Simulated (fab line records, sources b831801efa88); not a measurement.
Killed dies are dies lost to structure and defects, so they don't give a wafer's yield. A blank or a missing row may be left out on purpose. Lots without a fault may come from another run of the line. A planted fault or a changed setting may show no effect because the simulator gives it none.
fab line records | flow gf180mcu
record lots=12 wafers=36 last_day=34
route steps=602 shown V4@479 V5@555 TOP_METAL@578
lots that met no fault: from a run of the same line without faults
start_h: hours from the record's first day to the start of the lot's first wafer shown | wait_h: hours since the lot's step before | " the same as in the row above | L1.1+2: a row that stands for several wafers | - no value, or no start given | * or withheld: withheld | < > ~ a bound
route shown NAME@n: a module of which the file shows steps, and the number in the route of the first | usual: mean/standard deviation of fault-free wafers | same: alike in all rows | chamber/n: place in a boat | sites: the reading at each site | _std_site: their standard deviation | _edge_site: outer sites' mean less inner sites' | radius_mm: how far each site lies from the wafer's centre | mask NAME#n: copy n | behind: the tool/chamber that last shaped the wafer | hold: why the lot was held/for how many hours/how that ended | device: the transistor (n, p or np) that didn't switch | end of line: the same wafers' tests at the end of the route | a step without rows: its recipe alone | killed: dies lost to structure and defects at the first sort, not the wafer's yield | map: a wafer's dies, x killed, . not, _ none there
set.NAME: the setting as run; set.NAME@STEP: as run at that earlier step | model.NAME: the simulator's own value behind a step, which no gauge read
steps of the route over a sample of lots; a table a step, a row a wafer
services: from which hour (start_h, from the record's first day; less than 0 if before it) a tool's chamber was out of use, for how many hours, and why
## steps
# step GF_V4_THK_MEAS_03
# recipe reads=SiO2_of_V4_CVD_02
# usual V4_CVD_02_THK=853/12
# columns lot.wafer tool chamber start_h wait_h V4_CVD_02_THK[nm]
L134.1 film_metro-02 - 547.69 0.0 841
L134.3 " - " " 840
L134.6 " - " " 857
L136.1 film_metro-04 - 560.89 0.0 863
L136.3 " - " " 839
L136.5 " - " " 861
L137.1 film_metro-03 - 573.65 0.0 840
L137.4 " - " " 861
L137.5 " - " " 850
L141.2 film_metro-04 - 605.90 0.1 845
L141.3 " - " " 857
L141.6 " - " " 865
L143.1 film_metro-02 - 617.51 0.0 831
L143.2 " - " " 855
L143.5 " - " " 851
L144.1 film_metro-03 - 636.85 0.0 837
L144.2 " - " " 862
L144.3 " - " " 847
L148.2 film_metro-03 - 658.92 0.0 857
L148.5 " - " " 875
L148.6 " - " " 841
L152.1 film_metro-04 - 684.64 0.0 862
L152.2 " - " " 848
L152.5 " - " " 852
L153.1 film_metro-04 - 687.61 0.0 856
L153.3 " - " " 823
L153.4 " - " " 839
L154.3 film_metro-04 - 695.22 0.1 852
L154.4 " - " " 855
L154.5 " - " " 859
L155.3 film_metro-02 - 702.34 0.1 834
L155.5 " - " " 854
L155.6 " - " " 853
L156.2 film_metro-02 - 710.26 0.0 820
L156.4 " - " " 848
L156.5 " - " " 829
# step GF_V4_SPUTTER_21
# recipe material=Ti target_thk_nm=15 chamber_pressure_pa=5 power_w=2500 substrate_temp_c=200 time_s=80.02
# usual substrate_temp_c=200.00/0.17 throttle_valve_pct=29.9/1.1
# columns lot.wafer tool chamber start_h wait_h substrate_temp_c throttle_valve_pct
L134.1 pvd_sputter-02 - 571.22 0.0 199.98 30.9
L134.3 " - " " 199.90 31.4
L134.6 " - " " 200.20 28.8
L136.1 pvd_sputter-01 - 584.05 0.0 200.06 30.1
L136.3 " - " " 200.11 27.7
L136.5 " - " " 200.19 27.5
L137.1 pvd_sputter-01 - 595.91 0.0 199.89 30.1
L137.4 " - " " 199.90 30.1
L137.5 " - " " 199.70 30.6
L141.2 pvd_sputter-03 - 627.95 0.0 200.30 30.2
L141.3 " - " " 199.89 29.6
L141.6 " - " " 200.08 30.0
L143.1 pvd_sputter-02 - 639.51 0.0 199.77 30.4
L143.2 " - " " 199.95 29.0
L143.5 " - " " 200.01 28.9
L144.1 pvd_sputter-03 - 658.02 0.0 199.76 30.1
L144.2 " - " " 199.83 30.3
L144.3 " - " " 200.17 29.9
L148.2 pvd_sputter-01 - 679.79 0.0 199.56 27.9
L148.5 " - " " 200.06 30.7
L148.6 " - " " 200.04 30.2
L152.1 pvd_sputter-02 - 704.35 0.0 199.83 28.8
L152.2 " - " " 199.65 31.2
L152.5 " - " " 199.91 30.2
L153.1 pvd_sputter-01 - 707.02 0.0 200.09 29.8
L153.3 " - " " 199.87 30.3
L153.4 " - " " 199.98 30.7
L154.3 pvd_sputter-01 - 714.95 0.0 199.84 29.8
L154.4 " - " " 200.11 30.9
L154.5 " - " " 200.11 29.9
L155.3 pvd_sputter-02 - 721.32 0.0 200.35 30.4
L155.5 " - " " 199.99 28.8
L155.6 " - " " 200.20 30.3
L156.2 pvd_sputter-01 - 728.57 0.0 200.05 30.1
L156.4 " - " " 200.01 30.1
L156.5 " - " " 199.85 30.4
# step GF_V5_OVL_MEAS_15
# usual V5_OVL=-5/5.6
# columns lot.wafer tool chamber start_h wait_h V5_OVL[nm]
L134.1 overlay-02 - 636.17 0.1 4
L134.3 " - " " -9
L134.6 " - " " 0
L136.1 overlay-01 - 648.16 0.1 -17
L136.3 " - " " -15
L136.5 " - " " -8
L137.1 overlay-01 - 659.07 0.1 -11
L137.4 " - " " -12
L137.5 " - " " -17
L141.2 overlay-01 - 688.08 0.1 -2
L141.3 " - " " -3
L141.6 " - " " -14
L143.1 overlay-01 - 699.62 0.1 7
L143.2 " - " " -5
L143.5 " - " " -2
L144.1 overlay-01 - 717.47 0.1 -18
L144.2 " - " " -4
L144.3 " - " " -14
L148.2 overlay-01 - 736.76 0.1 -1
L148.5 " - " " -7
L148.6 " - " " -6
L152.1 overlay-01 - 758.95 0.1 -2
L152.2 " - " " -9
L152.5 " - " " -12
L153.1 overlay-02 - 760.90 0.1 -8
L153.3 " - " " -12
L153.4 " - " " -3
L154.3 overlay-02 - 767.32 0.1 -3
L154.4 " - " " -5
L154.5 " - " " -11
L155.3 overlay-02 - 774.78 0.1 -5
L155.5 " - " " 4
L155.6 " - " " -5
L156.2 overlay-01 - 779.83 0.1 0
L156.4 " - " " -2
L156.5 " - " " -12
# step GF_TOP_METAL_EXPOSE_11
# recipe mask_id=MetalTop target_cd_nm=440 na=0.6 source_shape=conventional sigma_outer=0.6 dose_mj=170
# usual exposure_dose_mJ_cm2=171.2/1.3 reticle_temp_C=23.00/0.097
# same na=0.6
# columns lot.wafer tool chamber start_h wait_h mask exposure_dose_mJ_cm2 reticle_temp_C
L134.1 iline_stepper-02 0 647.77 - MetalTop#0 172.3 23.11
L134.3 " 0 " " MetalTop#0 172.3 22.89
L134.6 " 0 " " MetalTop#0 172.6 22.87
L136.1 iline_stepper-01 0 660.00 - MetalTop#0 169.8 22.85
L136.3 " 0 " " MetalTop#0 169.8 22.95
L136.5 " 0 " " MetalTop#0 169.7 22.96
L137.1 iline_stepper-02 0 671.02 - MetalTop#0 172.4 23.00
L137.4 " 0 " " MetalTop#0 172.6 22.94
L137.5 " 0 " " MetalTop#0 172.3 22.99
L141.2 iline_stepper-01 0 699.49 - MetalTop#0 170.1 23.01
L141.3 " 0 " " MetalTop#0 170.2 23.01
L141.6 " 0 " " MetalTop#0 169.6 22.94
L143.1 iline_stepper-01 0 710.55 - MetalTop#0 169.6 23.02
L143.2 " 0 " " MetalTop#0 169.7 22.97
L143.5 " 0 " " MetalTop#0 169.7 23.06
L144.1 iline_stepper-02 0 727.56 - MetalTop#0 172.5 22.94
L144.2 " 0 " " MetalTop#0 172.5 22.93
L144.3 " 0 " " MetalTop#0 172.6 23.00
L148.2 iline_stepper-01 0 746.98 - MetalTop#0 170.2 23.13
L148.5 " 0 " " MetalTop#0 170.2 22.97
L148.6 " 0 " " MetalTop#0 170.2 22.94
L152.1 iline_stepper-01 0 768.68 - MetalTop#0 169.8 23.07
L152.2 " 0 " " MetalTop#0 170.0 22.98
L152.5 " 0 " " MetalTop#0 169.7 23.03
L153.1 iline_stepper-02 0 770.72 - MetalTop#0 187.4 23.00
L153.3 " 0 " " MetalTop#0 187.6 23.15
L153.4 " 0 " " MetalTop#0 188.0 22.90
L154.3 iline_stepper-02 0 777.09 - MetalTop#0 187.3 23.03
L154.4 " 0 " " MetalTop#0 187.5 22.92
L154.5 " 0 " " MetalTop#0 187.1 23.02
L155.3 iline_stepper-01 0 784.06 - MetalTop#0 169.9 22.97
L155.5 " 0 " " MetalTop#0 169.9 23.02
L155.6 " 0 " " MetalTop#0 170.1 23.13
L156.2 iline_stepper-01 0 789.25 - MetalTop#0 170.1 23.04
L156.4 " 0 " " MetalTop#0 170.0 23.01
L156.5 " 0 " " MetalTop#0 170.2 22.82
# step GF_TOP_METAL_CD_MEAS_14
# recipe target_cd_nm=440
# usual cd_nm=438.6/2.5
# columns lot.wafer tool chamber start_h wait_h hold cd_nm
L134.1 cd_sem-02 - 657.29 0.1 - 436.5
L134.3 " - " " - 433.6
L134.6 " - " " - 432.5
L136.1 cd_sem-01 - 668.99 0.1 - 439.8
L136.3 " - " " - 439.5
L136.5 " - " " - 440.0
L137.1 cd_sem-02 - 680.74 0.2 - 442.6
L137.4 " - " " - 440.9
L137.5 " - " " - 441.6
L141.2 cd_sem-02 - 708.37 0.1 - 440.7
L141.3 " - " " - 441.3
L141.6 " - " " - 441.3
L143.1 cd_sem-01 - 719.28 0.1 - 444.1
L143.2 " - " " - 441.5
L143.5 " - " " - 442.2
L144.1 cd_sem-01 - 736.10 0.1 - 443.1
L144.2 " - " " - 441.4
L144.3 " - " " - 441.9
L148.2 cd_sem-01 - 755.40 0.1 - 440.6
L148.5 " - " " - 439.9
L148.6 " - " " - 442.7
L152.1 cd_sem-02 - 776.18 0.1 - 440.7
L152.2 " - " " - 438.2
L152.5 " - " " - 438.6
L153.1 cd_sem-02 - 778.30 0.1 await_dispo/0.2h/release 415.2
L153.3 " - " " await_dispo/0.2h/release 414.4
L153.4 " - " " await_dispo/0.2h/release 414.6
L153.1 cd_sem-02 - 778.58 0.3 - 415.2
L153.3 " - " " - 414.4
L153.4 " - " " - 415.1
L154.3 cd_sem-02 - 784.14 0.1 await_dispo/0.2h/release 412.3
L154.4 " - " " await_dispo/0.2h/release 413.4
L154.5 " - " " await_dispo/0.2h/release 413.2
L154.3 cd_sem-02 - 784.42 0.3 - 412.3
L154.4 " - " " - 413.2
L154.5 " - " " - 413.0
L155.3 cd_sem-02 - 791.47 0.1 - 438.1
L155.5 " - " " - 439.1
L155.6 " - " " - 436.5
L156.2 cd_sem-01 - 796.12 0.1 - 435.5
L156.4 " - " " - 435.8
L156.5 " - " " - 435.7
## services
# columns tool chamber start_h hours kind
iline_stepper-02 - 551.79 3.0 repair
pvd_sputter-03 - 566.41 1.1 repair
pvd_sputter-01 2 586.47 - consumable_replace:kit
pvd_sputter-01 2 586.47 18.0 scheduled_down
pvd_sputter-01 2 586.47 18.0 vent_cycle
iline_stepper-02 - 593.85 3.4 repair
pvd_sputter-03 - 594.09 1.0 repair
pvd_sputter-03 - 601.55 2.7 repair
iline_stepper-02 - 624.07 7.1 repair
iline_stepper-02 - 641.59 1.7 pm
iline_stepper-01 0 643.56 - calibration
pvd_sputter-03 - 665.04 21.5 repair
iline_stepper-02 0 687.76 - calibration
pvd_sputter-01 - 695.21 1.7 repair
pvd_sputter-01 1 712.56 - consumable_replace:kit
pvd_sputter-01 1 712.56 18.0 scheduled_down
pvd_sputter-01 1 712.56 18.0 vent_cycle
pvd_sputter-01 - 719.26 2.5 repair
pvd_sputter-02 - 739.80 5.1 repair
iline_stepper-01 - 744.63 1.7 pm
iline_stepper-01 - 765.92 1.3 repair
pvd_sputter-02 1 777.18 - consumable_replace:kit
pvd_sputter-01 - 779.62 2.5 repair
pvd_sputter-02 - 782.09 3.7 repair
## key
first_sign step=GF_TOP_METAL_EXPOSE_11 reading=exposure_dose_mJ_cm2 direction=up sigmas=13 usual=171.2 struck=187.5
effect step=GF_TOP_METAL_CD_MEAS_14 reading=visit direction=added
effect step=GF_TOP_METAL_CD_MEAS_14 reading=cd_nm direction=down sigmas=9.8 usual=438.6 struck=413.8
met_at GF_TOP_METAL_EXPOSE_11
struck_lots L153,L154
not_acting_at GF_V4_THK_MEAS_03,GF_V4_SPUTTER_21,GF_V5_OVL_MEAS_15
onset_between 727.56 770.72
fault kind=process_parameter_drift tool=iline_stepper-02 chamber=- onset_h=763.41 steps=GF_TOP_METAL_EXPOSE_11 channel=dose_mj offset=15.067 shape=step acts_in=these_recipes_only stated=170
